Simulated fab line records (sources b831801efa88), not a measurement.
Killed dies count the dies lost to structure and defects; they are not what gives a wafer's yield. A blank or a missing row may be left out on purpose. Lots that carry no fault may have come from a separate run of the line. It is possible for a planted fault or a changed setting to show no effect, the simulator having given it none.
A lot that was struck, set against a sound lot    flow sky130    26 out of 708 route steps
Sound: these wafers, L387.1, L387.4, L387.5. Wafers struck: L393.1, L393.4, L393.6. The cause comes at the end.
At each step with rows: each side's tool, then ch and its chambers, then its first start. Under that, the readings that differ: sound wafers    struck wafers    difference of the means    sigmas: that difference in standard deviations of wafers without a fault.
alike: same words and numbers on both sides, and readings whose means sit less than 2 such deviations apart. not compared: any withheld reading, any reading some wafer has no value for, any bound like >300 that may hide the same value, and any number with overlapping values for which the record gives no deviation.
Wherever a step has rows on one side only, a row that says differs or no value, or a row with sigmas, the two part there. Non-overlapping numbers with no deviation appear without sigmas and do not part them. A reading missing from all wafers of one side parts the sides only when that side holds two or more wafers.

first, 1 step without rows for these wafers: SKY_LDD_P_IMPLANT_09.
SKY_LDD_P_STRIP_10: strips in O2/N2.
  sound on plasmaAsher-04 ch 0,1, day 20 06:40; struck on plasmaAsher-03 ch 0,1, day 22 23:20
  alike: chamberPressureMTorr, drypumpMotorCurrentA, oesProductAu, stripTimeToEndpointS
  not compared: rfHoursCounterH
SKY_LDD_P_TW_MEAS_11:
  sound: filmMetro-02 at day 20 06:46; struck: filmMetro-03 at day 22 23:26
reading   sound        struck       difference  sigmas
LDD_P_TW  639 637 639  645 650 651  +10         +2
then, 7 steps without rows for these wafers: SKY_LDD_HVN_DEHYDRATE_00 (time 60 s); SKY_LDD_HVN_HMDS_01 (prime time 60 s); SKY_LDD_HVN_COAT_02 (resist thk 300 nm); SKY_LDD_HVN_SOFTBAKE_03 (time 60 s); SKY_LDD_HVN_EXPOSE_04 (exposes mask HVNTM, target cd 700 nm); SKY_LDD_HVN_PEB_05; SKY_LDD_HVN_DEVELOP_06 (develop time 60 s).
SKY_LDD_HVN_OVL_MEAS_07:
  sound: overlay-01 at day 21 13:30; struck: overlay-01 at day 24 05:58
  alike: LDD_HVN_OVL
then, 1 step without rows for these wafers: SKY_LDD_HVN_IMPLANT_08.
SKY_LDD_HVN_STRIP_09: strips in O2/N2.
  sound on plasmaAsher-01 ch 0,1, day 21 13:41; struck on plasmaAsher-02 ch 1, day 24 06:10
  no value came back on the struck wafers for chamberPressureMTorr (mTorr), drypumpMotorCurrentA (A), oesProductAu (a.u.), stripTimeToEndpointS (s); on the sound wafers chamberPressureMTorr (mTorr) reads 1501.1 1501.4 1498.6
reading                                      sound  struck             difference  sigmas
model.NOVOLAK_of_LDD_HVN_COAT_02.thkNm (nm)  0 0 0  299.9 300.2 299.8  +300.0      
  not compared: rfHoursCounterH
SKY_LDD_HVN_TW_MEAS_10:
  sound: filmMetro-03 at day 21 13:47; struck: filmMetro-02 at day 24 06:16
reading     sound           struck          difference  sigmas
LDD_HVN_TW  1468 1469 1468  1443 1446 1442  -25         -2
then, 7 steps without rows for these wafers: SKY_LDD_HVP_DEHYDRATE_00 (time 60 s); SKY_LDD_HVP_HMDS_01 (prime time 60 s); SKY_LDD_HVP_COAT_02 (resist thk 300 nm); SKY_LDD_HVP_SOFTBAKE_03 (time 60 s); SKY_LDD_HVP_EXPOSE_04 (exposes mask HVPTM, target cd 700 nm); SKY_LDD_HVP_PEB_05; SKY_LDD_HVP_DEVELOP_06 (develop time 60 s).
SKY_LDD_HVP_OVL_MEAS_07:
  sound: overlay-02 at day 22 20:03; struck: overlay-02 at day 25 12:11
  alike: LDD_HVP_OVL
then, 1 step without rows for these wafers: SKY_LDD_HVP_IMPLANT_08.
SKY_LDD_HVP_STRIP_09: strips in O2/N2.
  sound on plasmaAsher-04 ch 0,1, day 22 20:14; struck on plasmaAsher-04 ch 0,1, day 25 12:23
reading                   sound              struck             difference  sigmas
oesProductAu (a.u.)       0.411 0.411 0.408  0.612 0.616 0.613  +0.204      +45
stripTimeToEndpointS (s)  4.122 4.130 4.146  8.967 8.962 8.971  +4.834      +99 or more
  alike: chamberPressureMTorr, drypumpMotorCurrentA
  not compared: rfHoursCounterH
SKY_LDD_HVP_TW_MEAS_10:
  sound: filmMetro-01 at day 22 20:20; struck: filmMetro-03 at day 25 12:29
reading     sound        struck    difference  sigmas
LDD_HVP_TW  459 457 459  31 31 31  -427        -97
then, 1 step without rows for these wafers: SKY_LDD_LDN_DEHYDRATE_00 (time 60 s).

## WHERE THEY PART
Last at SKY_LDD_HVP_TW_MEAS_10 as far as this record goes, first at SKY_LDD_P_TW_MEAS_11.

WHY: the cause the simulator had injected
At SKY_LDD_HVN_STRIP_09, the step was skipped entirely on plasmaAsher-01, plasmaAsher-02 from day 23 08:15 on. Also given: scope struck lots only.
